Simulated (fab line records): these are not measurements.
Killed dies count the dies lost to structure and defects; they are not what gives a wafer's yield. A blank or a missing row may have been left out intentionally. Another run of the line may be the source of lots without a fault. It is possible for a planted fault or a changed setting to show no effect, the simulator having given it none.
fab line records + flow sky130
record
- lots=11
- wafers=33
- last_day=50
route steps=708 shown LI_CONTACT@378 LOCAL_INTERCONNECT@402 CONTACT@408 PAD_OPEN@708
lots untouched by any fault: they come from a run of this same line in which no faults occurred
start_h: start of the lot's first displayed wafer, in hours after the record's first day + wait_h: hours elapsed since this lot's preceding step + " as in the row above + L1.1+2: one row covering several wafers at once + - value missing, or start not given + * or withheld: withheld + < > ~ a bound
route shown NAME@n: a module of which the file shows steps, and the number in the route of the first + usual: the fault-free wafers' mean and standard deviation + same: alike in all rows + chamber/n: place in a boat + sites: per-site readings + _std_site: standard deviation of those values + _edge_site: mean of outer sites minus mean of inner sites + radius_mm: how far each site lies from the wafer's centre + mask NAME#n: copy n + behind: the most recent tool/chamber to have shaped the wafer + hold: why the lot was held/for how many hours/how that ended + device: transistor that didn't switch, given as n, p or np + end of line: the route-end tests of the same wafers + for a step that has no rows: nothing shown but its recipe + killed: count of dies lost to structure and defects at first sort (not the wafer's yield) + map: shows each die of a wafer: x if killed, . if not, _ if none is there
set.NAME: setting as actually run; set.NAME@STEP: the setting as run at that earlier step + model.NAME: the simulator's own value behind a step, which no gauge read
the route's steps for a sample of lots (tables are steps, rows are wafers)
services: the hour from which a tool's chamber was out of use, counted from the record's first day as start_h (under 0 if before that day), plus the number of hours and why
## steps
# step SKY_LI_CONTACT_STRIP_16
# recipe
- chemistry=O2/N2
- power_w=1400
- pressure_mtorr=1500
- platen_temp_c=withheld
- o2_flow_sccm=3000
- n2_flow_sccm=300
- overash_fraction=0.5
# usual
- drypump_motor_current_A=5.90/0.25
- oes_product_au=0.376/0.0048
- strip_time_to_endpoint_s=3.498/0.028
| lot.wafer | tool            | chamber | start_h | wait_h | drypump_motor_current_A | oes_product_au | rf_hours_counter_h | strip_time_to_endpoint_s |
|-----------|-----------------|---------|---------|--------|-------------------------|----------------|--------------------|--------------------------|
| L188.1    | plasma_asher-04 | 0       | 688.67  | -      | 6.23                    | 0.368          | 26                 | 3.466                    |
| L188.2    | "               | 1       | "       | "      | 5.98                    | 0.371          | 26                 | 3.485                    |
| L188.6    | "               | 0       | "       | "      | 6.22                    | 0.373          | -                  | 3.495                    |
| L190.1    | plasma_asher-02 | 0       | 713.27  | -      | 5.59                    | 0.376          | 58                 | 3.501                    |
| L190.5    | "               | 0       | "       | "      | 5.60                    | 0.380          | -                  | 3.503                    |
| L190.6    | "               | 1       | "       | "      | 5.72                    | 0.378          | -                  | 3.544                    |
| L191.1    | plasma_asher-04 | 1       | 717.05  | -      | 5.97                    | 0.379          | 28                 | 3.519                    |
| L191.3    | "               | 0       | "       | "      | 6.24                    | 0.368          | -                  | 3.485                    |
| L191.4    | "               | 1       | "       | "      | 5.98                    | 0.377          | -                  | 3.515                    |
| L192.3    | plasma_asher-04 | 0       | 728.34  | -      | 6.21                    | 0.371          | -                  | 3.541                    |
| L192.4    | "               | 1       | "       | "      | 6.00                    | 0.379          | -                  | 3.489                    |
| L192.5    | "               | 1       | "       | "      | 5.97                    | 0.370          | -                  | 3.450                    |
| L193.1    | plasma_asher-04 | 0       | 736.65  | -      | 6.23                    | 0.379          | 30                 | 3.518                    |
| L193.4    | "               | 0       | "       | "      | 6.21                    | 0.384          | -                  | 3.520                    |
| L193.6    | "               | 1       | "       | "      | 5.97                    | 0.383          | -                  | 3.565                    |
| L195.2    | plasma_asher-04 | 1       | 764.10  | -      | 5.97                    | 0.373          | 33                 | 3.505                    |
| L195.4    | "               | 1       | "       | "      | 5.97                    | 0.370          | -                  | 3.516                    |
| L195.5    | "               | 1       | "       | "      | 5.98                    | 0.378          | -                  | 3.475                    |
| L197.2    | plasma_asher-02 | 1       | 772.50  | -      | 5.74                    | 0.375          | 64                 | 3.478                    |
| L197.4    | "               | 1       | "       | "      | 5.71                    | 0.387          | -                  | 3.484                    |
| L197.6    | "               | 0       | "       | "      | 5.59                    | 0.373          | -                  | 3.483                    |
| L202.1    | plasma_asher-02 | 1       | 805.00  | -      | 5.73                    | 0.375          | 67                 | 3.487                    |
| L202.5    | "               | 0       | "       | "      | 5.58                    | 0.379          | -                  | 3.460                    |
| L202.6    | "               | 1       | "       | "      | 5.72                    | 0.370          | -                  | 3.489                    |
| L204.4    | plasma_asher-01 | 1       | 824.65  | -      | 6.01                    | 0.379          | -                  | 3.500                    |
| L204.5    | "               | 0       | "       | "      | 5.56                    | 0.380          | -                  | 3.484                    |
| L204.6    | "               | 1       | "       | "      | 6.02                    | 0.369          | -                  | 3.432                    |
| L209.1    | plasma_asher-01 | 1       | 851.30  | -      | 6.05                    | 0.367          | 11                 | 3.499                    |
| L209.4    | "               | 0       | "       | "      | 5.59                    | 0.378          | -                  | 3.458                    |
| L209.5    | "               | 0       | "       | "      | 5.58                    | 0.381          | -                  | 3.487                    |
| L208.2    | plasma_asher-02 | 1       | 853.10  | -      | 5.72                    | 0.371          | 72                 | 3.515                    |
| L208.3    | "               | 1       | "       | "      | 5.73                    | 0.379          | -                  | 3.539                    |
| L208.4    | "               | 0       | "       | "      | 5.58                    | 0.375          | -                  | 3.574                    |
# step SKY_LI_CONTACT_SPUTTER_19
# recipe
- material=Ti
- target_thk_nm=20
- chamber_pressure_pa=5
- power_w=2500
- substrate_temp_c=200
- time_s=106.37
# usual
- throttle_valve_pct=29.8/0.86
| lot.wafer | tool           | chamber | start_h | wait_h | throttle_valve_pct |
|-----------|----------------|---------|---------|--------|--------------------|
| L188.1    | pvd_sputter-04 | -       | 688.96  | 0.0    | 31.3               |
| L188.2    | "              | -       | "       | "      | 29.6               |
| L188.6    | "              | -       | "       | "      | 29.9               |
| L190.1    | pvd_sputter-03 | -       | 713.56  | 0.0    | 29.4               |
| L190.5    | "              | -       | "       | "      | 29.6               |
| L190.6    | "              | -       | "       | "      | 29.3               |
| L191.1    | pvd_sputter-04 | -       | 717.35  | 0.0    | 30.9               |
| L191.3    | "              | -       | "       | "      | 29.9               |
| L191.4    | "              | -       | "       | "      | 29.7               |
| L192.3    | pvd_sputter-01 | -       | 728.60  | 0.0    | 28.0               |
| L192.4    | "              | -       | "       | "      | 27.9               |
| L192.5    | "              | -       | "       | "      | 30.6               |
| L193.1    | pvd_sputter-03 | -       | 736.95  | 0.0    | 29.4               |
| L193.4    | "              | -       | "       | "      | 29.0               |
| L193.6    | "              | -       | "       | "      | 30.1               |
| L195.2    | pvd_sputter-03 | -       | 764.40  | 0.0    | 29.2               |
| L195.4    | "              | -       | "       | "      | 30.3               |
| L195.5    | "              | -       | "       | "      | 30.8               |
| L197.2    | pvd_sputter-03 | -       | 772.80  | 0.0    | 29.2               |
| L197.4    | "              | -       | "       | "      | 29.3               |
| L197.6    | "              | -       | "       | "      | 29.3               |
| L202.1    | pvd_sputter-03 | -       | 805.30  | 0.0    | 30.9               |
| L202.5    | "              | -       | "       | "      | 29.2               |
| L202.6    | "              | -       | "       | "      | 30.3               |
| L204.4    | pvd_sputter-01 | -       | 824.91  | 0.0    | 30.4               |
| L204.5    | "              | -       | "       | "      | 30.7               |
| L204.6    | "              | -       | "       | "      | 29.0               |
| L209.1    | pvd_sputter-01 | -       | 851.60  | 0.0    | 27.9               |
| L209.4    | "              | -       | "       | "      | 29.0               |
| L209.5    | "              | -       | "       | "      | 29.0               |
| L208.2    | pvd_sputter-01 | -       | 853.40  | 0.0    | 28.9               |
| L208.3    | "              | -       | "       | "      | 27.8               |
| L208.4    | "              | -       | "       | "      | 30.5               |
# step SKY_LOCAL_INTERCONNECT_STRIP_15
# recipe
- chemistry=O2/N2
- power_w=1400
- pressure_mtorr=1500
- platen_temp_c=withheld
- o2_flow_sccm=3000
- n2_flow_sccm=300
- overash_fraction=0.5
# usual
- drypump_motor_current_A=5.90/0.3
- oes_product_au=0.427/0.0043
- strip_time_to_endpoint_s=4.736/0.024
| lot.wafer | tool            | chamber | start_h | wait_h | drypump_motor_current_A | oes_product_au | rf_hours_counter_h | strip_time_to_endpoint_s |
|-----------|-----------------|---------|---------|--------|-------------------------|----------------|--------------------|--------------------------|
| L188.1    | plasma_asher-03 | 0       | 717.66  | 0.0    | 6.42                    | 0.431          | 89                 | 4.756                    |
| L188.2    | "               | 1       | "       | "      | 6.03                    | 0.430          | 89                 | 4.755                    |
| L188.6    | "               | 1       | "       | "      | 6.02                    | 0.418          | -                  | 4.757                    |
| L190.1    | plasma_asher-03 | 0       | 742.44  | 0.0    | 6.44                    | 0.425          | 92                 | 4.721                    |
| L190.5    | "               | 0       | "       | "      | 6.38                    | 0.426          | -                  | 4.730                    |
| L190.6    | "               | 1       | "       | "      | 6.01                    | 0.422          | -                  | 4.729                    |
| L191.1    | plasma_asher-02 | 1       | 746.45  | 0.0    | 5.70                    | 0.434          | 62                 | 4.755                    |
| L191.3    | "               | 1       | "       | "      | 5.75                    | 0.425          | -                  | 4.738                    |
| L191.4    | "               | 0       | "       | "      | 5.60                    | 0.429          | -                  | 4.759                    |
| L192.3    | plasma_asher-03 | 1       | 758.34  | 0.1    | 6.04                    | 0.422          | -                  | 4.710                    |
| L192.4    | "               | 0       | "       | "      | 6.46                    | 0.432          | -                  | 4.713                    |
| L192.5    | "               | 0       | "       | "      | 6.46                    | 0.423          | -                  | 4.697                    |
| L193.1    | plasma_asher-02 | 0       | 765.89  | 0.0    | 5.61                    | 0.427          | 63                 | 4.740                    |
| L193.4    | "               | 1       | "       | "      | 5.76                    | 0.427          | -                  | 4.701                    |
| L193.6    | "               | 1       | "       | "      | 5.76                    | 0.424          | -                  | 4.682                    |
| L195.2    | plasma_asher-01 | 1       | 791.34  | 0.0    | 6.03                    | 0.428          | 4                  | 4.732                    |
| L195.4    | "               | 1       | "       | "      | 6.03                    | 0.428          | -                  | 4.746                    |
| L195.5    | "               | 1       | "       | "      | 6.02                    | 0.431          | -                  | 4.740                    |
| L197.2    | plasma_asher-02 | 0       | 799.91  | 0.0    | 5.59                    | 0.430          | 67                 | 4.745                    |
| L197.4    | "               | 1       | "       | "      | 5.73                    | 0.419          | -                  | 4.740                    |
| L197.6    | "               | 0       | "       | "      | 5.60                    | 0.425          | -                  | 4.708                    |
| L202.1    | plasma_asher-03 | 1       | 832.60  | 0.0    | 6.03                    | 0.422          | 101                | 4.760                    |
| L202.5    | "               | 1       | "       | "      | 6.03                    | 0.434          | -                  | 4.739                    |
| L202.6    | "               | 0       | "       | "      | 6.44                    | 0.427          | -                  | 4.720                    |
| L204.4    | plasma_asher-01 | 1       | 851.97  | 0.1    | 6.02                    | 0.432          | -                  | 4.704                    |
| L204.5    | "               | 1       | "       | "      | 6.02                    | 0.424          | -                  | 4.708                    |
| L204.6    | "               | 0       | "       | "      | 5.56                    | 0.426          | -                  | 4.725                    |
| L209.1    | plasma_asher-01 | 0       | 878.06  | 0.0    | 5.54                    | 0.421          | 13                 | 4.714                    |
| L209.4    | "               | 0       | "       | "      | 5.57                    | 0.431          | -                  | 4.715                    |
| L209.5    | "               | 0       | "       | "      | 5.56                    | 0.428          | -                  | 4.722                    |
| L208.2    | plasma_asher-03 | 1       | 880.24  | 0.0    | 6.01                    | 0.423          | 105                | 4.750                    |
| L208.3    | "               | 1       | "       | "      | 6.01                    | 0.437          | -                  | 4.732                    |
| L208.4    | "               | 0       | "       | "      | 6.42                    | 0.425          | -                  | 4.690                    |
# step SKY_CONTACT_HDPCVD_02
# recipe
- material=SiO2
- target_thk_nm=565
- sigma_open_frac=0.3
- time_s=94.2
- temp_c=600
- sih4_flow_sccm=60
- pressure_mtorr=6
# usual
- run_length_s=122.2/0.6
| lot.wafer | tool      | chamber | start_h | wait_h | run_length_s |
|-----------|-----------|---------|---------|--------|--------------|
| L188.1    | hdpcvd-01 | 0       | 718.38  | 0.1    | 121.9        |
| L188.2    | "         | 1       | "       | "      | 121.4        |
| L188.6    | "         | 2       | "       | "      | 123.2        |
| L190.1    | hdpcvd-01 | 0       | 743.13  | 0.1    | 122.4        |
| L190.5    | "         | 0       | "       | "      | 122.0        |
| L190.6    | "         | 2       | "       | "      | 122.8        |
| L191.1    | hdpcvd-02 | 2       | 747.15  | 0.1    | 121.7        |
| L191.3    | "         | 0       | "       | "      | 122.4        |
| L191.4    | "         | 0       | "       | "      | 121.8        |
| L192.3    | hdpcvd-02 | 1       | 759.42  | 0.0    | 122.7        |
| L192.4    | "         | 1       | "       | "      | 122.5        |
| L192.5    | "         | 2       | "       | "      | 121.7        |
| L193.1    | hdpcvd-02 | 1       | 766.58  | 0.1    | 122.9        |
| L193.4    | "         | 1       | "       | "      | 122.6        |
| L193.6    | "         | 0       | "       | "      | 122.2        |
| L195.2    | hdpcvd-02 | 0       | 792.03  | 0.0    | 121.5        |
| L195.4    | "         | 0       | "       | "      | 121.8        |
| L195.5    | "         | 1       | "       | "      | 122.7        |
| L197.2    | hdpcvd-01 | 2       | 800.60  | 0.0    | 122.7        |
| L197.4    | "         | 0       | "       | "      | 122.1        |
| L197.6    | "         | 1       | "       | "      | 121.3        |
| L202.1    | hdpcvd-02 | 2       | 833.33  | 0.1    | 140.0        |
| L202.5    | "         | 1       | "       | "      | 122.2        |
| L202.6    | "         | 2       | "       | "      | 140.5        |
| L204.4    | hdpcvd-02 | 2       | 852.70  | 0.1    | 140.0        |
| L204.5    | "         | 0       | "       | "      | 121.9        |
| L204.6    | "         | 1       | "       | "      | 122.6        |
| L209.1    | hdpcvd-01 | 0       | 878.75  | 0.1    | 121.9        |
| L209.4    | "         | 2       | "       | "      | 123.1        |
| L209.5    | "         | 1       | "       | "      | 121.3        |
| L208.2    | hdpcvd-01 | 1       | 880.93  | 0.0    | 122.3        |
| L208.3    | "         | 2       | "       | "      | 122.9        |
| L208.4    | "         | 0       | "       | "      | 122.2        |
# step SKY_CONTACT_THK_MEAS_03
# recipe
- reads=SiO2_of_CONTACT_HDPCVD_02
# usual
- CONTACT_HDPCVD_THK=565/5.1
| lot.wafer | tool          | chamber | start_h | wait_h | CONTACT_HDPCVD_THK[nm] |
|-----------|---------------|---------|---------|--------|------------------------|
| L188.1    | film_metro-03 | -       | 718.45  | 0.0    | 564                    |
| L188.2    | "             | -       | "       | "      | 566                    |
| L188.6    | "             | -       | "       | "      | 564                    |
| L190.1    | film_metro-01 | -       | 743.20  | 0.0    | 570                    |
| L190.5    | "             | -       | "       | "      | 562                    |
| L190.6    | "             | -       | "       | "      | 569                    |
| L191.1    | film_metro-04 | -       | 747.21  | 0.0    | 566                    |
| L191.3    | "             | -       | "       | "      | 562                    |
| L191.4    | "             | -       | "       | "      | 555                    |
| L192.3    | film_metro-03 | -       | 759.51  | 0.1    | 567                    |
| L192.4    | "             | -       | "       | "      | 569                    |
| L192.5    | "             | -       | "       | "      | 565                    |
| L193.1    | film_metro-01 | -       | 766.64  | 0.0    | 556                    |
| L193.4    | "             | -       | "       | "      | 559                    |
| L193.6    | "             | -       | "       | "      | 557                    |
| L195.2    | film_metro-01 | -       | 792.11  | 0.0    | 564                    |
| L195.4    | "             | -       | "       | "      | 566                    |
| L195.5    | "             | -       | "       | "      | 562                    |
| L197.2    | film_metro-04 | -       | 800.67  | 0.0    | 563                    |
| L197.4    | "             | -       | "       | "      | 566                    |
| L197.6    | "             | -       | "       | "      | 571                    |
| L202.1    | film_metro-03 | -       | 833.43  | 0.1    | 668                    |
| L202.5    | "             | -       | "       | "      | 557                    |
| L202.6    | "             | -       | "       | "      | 669                    |
| L204.4    | film_metro-04 | -       | 852.76  | 0.0    | 680                    |
| L204.5    | "             | -       | "       | "      | 566                    |
| L204.6    | "             | -       | "       | "      | 566                    |
| L209.1    | film_metro-03 | -       | 878.82  | 0.0    | 562                    |
| L209.4    | "             | -       | "       | "      | 566                    |
| L209.5    | "             | -       | "       | "      | 567                    |
| L208.2    | film_metro-03 | -       | 881.01  | 0.0    | 567                    |
| L208.3    | "             | -       | "       | "      | 569                    |
| L208.4    | "             | -       | "       | "      | 571                    |
# step SKY_CONTACT_CMP_04
# recipe
- material=SiO2
- down_force_psi=4
- platen_rpm=60
- pad_velocity_m_s=0.94248
# usual
- motor_current_A=12.4/0.91
- time_to_endpoint_s=86/4.1
| lot.wafer | tool   | chamber | start_h | wait_h | motor_current_A | time_to_endpoint_s |
|-----------|--------|---------|---------|--------|-----------------|--------------------|
| L188.1    | cmp-01 | 3       | 718.51  | 0.1    | 12.5            | 84                 |
| L188.2    | "      | 2       | "       | "      | 11.4            | 83                 |
| L188.6    | "      | 3       | "       | "      | 13.0            | 82                 |
| L190.1    | cmp-01 | 3       | 743.36  | 0.1    | 11.8            | 85                 |
| L190.5    | "      | 1       | "       | "      | 12.3            | 83                 |
| L190.6    | "      | 2       | "       | "      | 11.6            | 87                 |
| L191.1    | cmp-01 | 2       | 747.27  | 0.1    | 11.7            | 80                 |
| L191.3    | "      | 3       | "       | "      | 12.5            | 80                 |
| L191.4    | "      | 0       | "       | "      | 13.3            | 75                 |
| L192.3    | cmp-01 | 0       | 759.55  | 0.0    | 14.0            | 90                 |
| L192.4    | "      | 2       | "       | "      | 11.2            | 87                 |
| L192.5    | "      | 1       | "       | "      | 12.5            | 87                 |
| L193.1    | cmp-02 | 0       | 766.85  | 0.2    | 11.4            | 77                 |
| L193.4    | "      | 3       | "       | "      | 11.6            | 83                 |
| L193.6    | "      | 1       | "       | "      | 13.0            | 77                 |
| L195.4    | cmp-02 | 1       | 792.16  | 0.0    | 13.4            | 82                 |
| L195.2    | "      | 0       | "       | "      | 11.0            | 79                 |
| L195.5    | "      | 2       | "       | "      | 11.8            | 82                 |
| L197.4    | cmp-01 | 0       | 800.86  | 0.2    | 14.4            | 87                 |
| L197.2    | "      | 1       | "       | "      | 12.1            | 84                 |
| L197.6    | "      | 0       | "       | "      | 13.4            | 87                 |
| L202.1    | cmp-01 | 2       | 833.69  | 0.3    | 12.0            | 124                |
| L202.5    | "      | 1       | "       | "      | 12.7            | 84                 |
| L202.6    | "      | 2       | "       | "      | 11.8            | 125                |
| L204.4    | cmp-01 | 3       | 852.84  | 0.1    | 11.6            | 135                |
| L204.5    | "      | 2       | "       | "      | 11.2            | 87                 |
| L204.6    | "      | 3       | "       | "      | 11.7            | 86                 |
| L209.1    | cmp-01 | 3       | 878.88  | 0.1    | 12.0            | 87                 |
| L209.4    | "      | 1       | "       | "      | 12.5            | 92                 |
| L209.5    | "      | 0       | "       | "      | 14.2            | 89                 |
| L208.3    | cmp-01 | 1       | 881.11  | 0.1    | 12.6            | 92                 |
| L208.2    | "      | 2       | "       | "      | 11.7            | 88                 |
| L208.4    | "      | 3       | "       | "      | 12.7            | 91                 |
# step SKY_PAD_OPEN_PROBE_99
# usual
- killed_at_M0_to_M3=44/7
- killed_at_M4_up=3.2/2
- killed_at_contacts=25/5.3
- killed_at_front_end=15/4.3
- killed_at_other=0.3/0.54
- killed_dies=86/8.7
- killed_on_rim=17/3.6
- killed_open=47/6.4
- killed_short=39/5.6
# same
- gross_dies=492
- killed_at_back_side=0
| lot.wafer | tool      | chamber | start_h | wait_h | killed_at_M0_to_M3 | killed_at_M4_up | killed_at_contacts | killed_at_front_end | killed_at_other | killed_dies | killed_on_rim | killed_open | killed_short |
|-----------|-----------|---------|---------|--------|--------------------|-----------------|--------------------|---------------------|-----------------|-------------|---------------|-------------|--------------|
| L191.1    | prober-02 | -       | 1103.81 | 0.1    | 42                 | 2               | 21                 | 21                  | 0               | 86          | 18            | 40          | 46           |
| L191.3    | prober-02 | -       | 1103.91 | 0.2    | 47                 | 3               | 22                 | 12                  | 1               | 85          | 18            | 45          | 39           |
| L191.4    | prober-02 | -       | 1103.96 | 0.2    | 37                 | 3               | 21                 | 17                  | 0               | 78          | 21            | 44          | 34           |
| L192.3    | prober-01 | -       | 1110.40 | 0.2    | 33                 | 5               | 22                 | 6                   | 0               | 66          | 20            | 35          | 31           |
| L192.4    | prober-01 | -       | 1110.45 | 0.2    | 45                 | 7               | 19                 | 14                  | 0               | 85          | 10            | 46          | 39           |
| L192.5    | prober-01 | -       | 1110.50 | 0.2    | 34                 | 3               | 12                 | 17                  | 0               | 66          | 14            | 35          | 31           |
| L195.2    | prober-02 | -       | 1134.99 | 0.1    | 50                 | 2               | 18                 | 13                  | 0               | 83          | 16            | 45          | 38           |
| L195.4    | prober-02 | -       | 1135.09 | 0.2    | 51                 | 4               | 30                 | 15                  | 0               | 100         | 23            | 58          | 42           |
| L195.5    | prober-02 | -       | 1135.14 | 0.2    | 48                 | 3               | 28                 | 11                  | 0               | 90          | 16            | 48          | 42           |
| L197.2    | prober-02 | -       | 1144.10 | 0.1    | 45                 | 4               | 26                 | 15                  | 0               | 90          | 23            | 46          | 43           |
| L197.4    | prober-02 | -       | 1144.20 | 0.2    | 42                 | 1               | 18                 | 17                  | 1               | 79          | 10            | 42          | 35           |
| L197.6    | prober-02 | -       | 1144.30 | 0.2    | 46                 | 5               | 20                 | 20                  | 1               | 92          | 23            | 50          | 42           |
| L202.1    | prober-02 | -       | 1164.32 | 0.1    | 32                 | 3               | 25                 | 14                  | 0               | 74          | 14            | 41          | 33           |
| L202.5    | prober-02 | -       | 1164.52 | 0.2    | 54                 | 5               | 18                 | 12                  | 0               | 89          | 15            | 49          | 40           |
| L202.6    | prober-02 | -       | 1164.57 | 0.2    | 50                 | 6               | 26                 | 11                  | 1               | 94          | 15            | 54          | 40           |
# killed by level:class
L191.1 VIA1:geometric_particle:short=11 LI_CONTACT:geometric_particle:open=8 FIELD_ISO:geometric_particle:short=7 POLY_GATE:geometric_particle:open=7 CONTACT:geometric_particle:open=6 METAL2:geometric_particle:short=5 VIA2:geometric_particle:open=5 METAL3:geometric_particle:short=5
L191.3 CONTACT:geometric_particle:open=10 VIA1:geometric_particle:open=10 VIA2:geometric_particle:open=7 METAL2:geometric_particle:short=7 LI_CONTACT:geometric_particle:open=6 FIELD_ISO:geometric_particle:short=4 VIA3:geometric_particle:open=4 VIA1:geometric_particle:short=4
L191.4 VIA1:geometric_particle:open=12 CONTACT:geometric_particle:open=8 LI_CONTACT:geometric_particle:open=6 FIELD_ISO:geometric_particle:open=5 POLY_GATE:geometric_particle:open=5 METAL1:geometric_particle:short=5 METAL2:geometric_particle:short=5 FIELD_ISO:geometric_particle:short=4
L192.3 CONTACT:geometric_particle:open=11 METAL1:geometric_particle:short=5 VIA1:geometric_particle:open=5 VIA3:geometric_particle:open=5 LI_CONTACT:geometric_particle:open=4 CONTACT:geometric_particle:short=4 METAL2:geometric_particle:short=4 VIA2:geometric_particle:short=4
L192.4 VIA2:geometric_particle:open=10 VIA1:geometric_particle:open=9 LI_CONTACT:geometric_particle:open=8 CONTACT:geometric_particle:open=7 METAL4:geometric_particle:short=7 POLY_GATE:geometric_particle:short=5 VIA2:geometric_particle:short=5 METAL1:geometric_particle:short=5
L192.5 METAL1:geometric_particle:short=10 VIA2:geometric_particle:open=7 FIELD_ISO:geometric_particle:short=5 CONTACT:geometric_particle:open=5 VIA1:geometric_particle:open=5 FIELD_ISO:geometric_particle:open=4 POLY_GATE:geometric_particle:open=4 LI_CONTACT:geometric_particle:open=4
L195.2 VIA1:geometric_particle:open=13 VIA3:geometric_particle:open=8 VIA1:geometric_particle:short=6 LI_CONTACT:geometric_particle:short=5 METAL1:geometric_particle:short=5 VIA2:geometric_particle:open=5 CONTACT:geometric_particle:open=4 METAL2:geometric_particle:short=4
L195.4 VIA1:geometric_particle:open=15 CONTACT:geometric_particle:open=10 LI_CONTACT:geometric_particle:open=8 METAL1:geometric_particle:short=6 POLY_GATE:geometric_particle:open=5 VIA3:geometric_particle:open=5 VIA1:geometric_particle:short=5 LOCAL_INTERCONNECT:geometric_particle:short=4
L195.5 VIA1:geometric_particle:open=13 CONTACT:geometric_particle:open=8 VIA3:geometric_particle:short=7 METAL1:geometric_particle:short=7 CONTACT:geometric_particle:short=6 LI_CONTACT:geometric_particle:open=5 VIA3:geometric_particle:open=5 VIA2:geometric_particle:open=5
L197.2 CONTACT:geometric_particle:open=10 VIA1:geometric_particle:open=9 METAL2:geometric_particle:short=8 LI_CONTACT:geometric_particle:open=7 METAL1:geometric_particle:short=6 VIA2:geometric_particle:open=6 LOCAL_INTERCONNECT:geometric_particle:short=5 VIA1:geometric_particle:short=5
L197.4 VIA1:geometric_particle:open=7 VIA3:geometric_particle:open=7 LI_CONTACT:geometric_particle:open=6 VIA1:geometric_particle:short=6 CONTACT:geometric_particle:open=5 VIA2:geometric_particle:short=5 POLY_GATE:geometric_particle:open=4 VIA2:geometric_particle:open=4
L197.6 VIA3:geometric_particle:open=11 LI_CONTACT:geometric_particle:open=8 VIA1:geometric_particle:open=8 VIA2:geometric_particle:open=7 CONTACT:geometric_particle:open=6 FIELD_ISO:geometric_particle:short=5 POLY_GATE:geometric_particle:short=5 METAL4:geometric_particle:short=4
L202.1 LI_CONTACT:geometric_particle:open=10 METAL1:geometric_particle:short=7 VIA3:geometric_particle:open=6 VIA1:geometric_particle:open=6 FIELD_ISO:geometric_particle:short=5 LI_CONTACT:geometric_particle:short=5 CONTACT:geometric_particle:open=5 VIA2:geometric_particle:open=5
L202.5 VIA1:geometric_particle:open=12 VIA1:geometric_particle:short=10 CONTACT:geometric_particle:open=8 VIA2:geometric_particle:open=7 VIA3:geometric_particle:open=7 LI_CONTACT:geometric_particle:open=5 POLY_GATE:geometric_particle:short=4 VIA3:geometric_particle:short=4
L202.6 VIA1:geometric_particle:open=17 CONTACT:geometric_particle:open=11 LI_CONTACT:geometric_particle:open=9 VIA1:geometric_particle:short=7 LI_CONTACT:geometric_particle:short=5 VIA3:geometric_particle:open=5 METAL1:geometric_particle:short=4 METAL2:geometric_particle:short=4
## services
| tool            | chamber | start_h | hours | kind                   |
|-----------------|---------|---------|-------|------------------------|
| hdpcvd-01       | 0       | 665.75  | -     | clean                  |
| hdpcvd-01       | 1       | 665.75  | -     | clean                  |
| hdpcvd-01       | 2       | 665.75  | -     | clean                  |
| cmp-02          | -       | 677.96  | 1.3   | repair                 |
| pvd_sputter-03  | 2       | 707.06  | -     | consumable_replace:kit |
| pvd_sputter-03  | 2       | 707.06  | 18.0  | scheduled_down         |
| pvd_sputter-03  | 2       | 707.06  | 18.0  | vent_cycle             |
| pvd_sputter-03  | -       | 708.86  | 1.9   | repair                 |
| cmp-01          | -       | 711.77  | 2.0   | repair                 |
| plasma_asher-02 | -       | 714.91  | 1.2   | repair                 |
| pvd_sputter-03  | -       | 720.91  | 2.2   | repair                 |
| plasma_asher-01 | -       | 733.75  | 9.0   | pm                     |
| cmp-02          | -       | 744.00  | 4.0   | pm                     |
| cmp-01          | -       | 761.35  | 9.3   | pm                     |
| plasma_asher-03 | -       | 764.71  | 2.0   | repair                 |
| cmp-02          | -       | 782.87  | 4.0   | repair                 |
| cmp-01          | -       | 807.41  | 2.2   | repair                 |
| cmp-01          | -       | 818.83  | 0.3   | repair                 |
| cmp-02          | -       | 829.82  | 3.9   | repair                 |
| hdpcvd-02       | 0       | 830.71  | 17.2  | repair                 |
| hdpcvd-02       | -       | 857.23  | 2.0   | repair                 |
| hdpcvd-02       | 2       | 859.99  | 5.2   | repair                 |
| plasma_asher-02 | -       | 860.65  | 5.8   | repair                 |
| cmp-02          | -       | 864.14  | 9.1   | pm                     |
## key
first_sign
- step=SKY_CONTACT_HDPCVD_02
- reading=run_length_s
- direction=up
- sigmas=30
- usual=*
- struck=*
effect
- step=SKY_CONTACT_THK_MEAS_03
- reading=CONTACT_HDPCVD_THK
- direction=up
- sigmas=21
- usual=565
- struck=672
effect
- step=SKY_CONTACT_CMP_04
- reading=time_to_endpoint_s
- direction=up
- sigmas=10
- usual=*
- struck=*
met_at SKY_CONTACT_HDPCVD_02
struck_lots L202,L204
struck_wafers L202.1,L202.6,L204.4
tester_left_out L202,L204
not_acting_at SKY_LI_CONTACT_STRIP_16,SKY_LI_CONTACT_SPUTTER_19,SKY_LOCAL_INTERCONNECT_STRIP_15
onset_between 759.42 833.33
fault
- kind=process_parameter_drift
- tool=hdpcvd-02
- chamber=2
- onset_h=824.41
- steps=SKY_CONTACT_HDPCVD_02
- channel=time_s
- offset=*
- shape=step
- end_h=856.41
- acts_in=*
- stated=*
# tester_left_out: of these lots the tester's yield and bins aren't shown, on N5 and GAA mostly nor the transistor test; their killed dies are dies lost to structure and defects alone, not to doping, threshold or leakage, so they don't give the yield
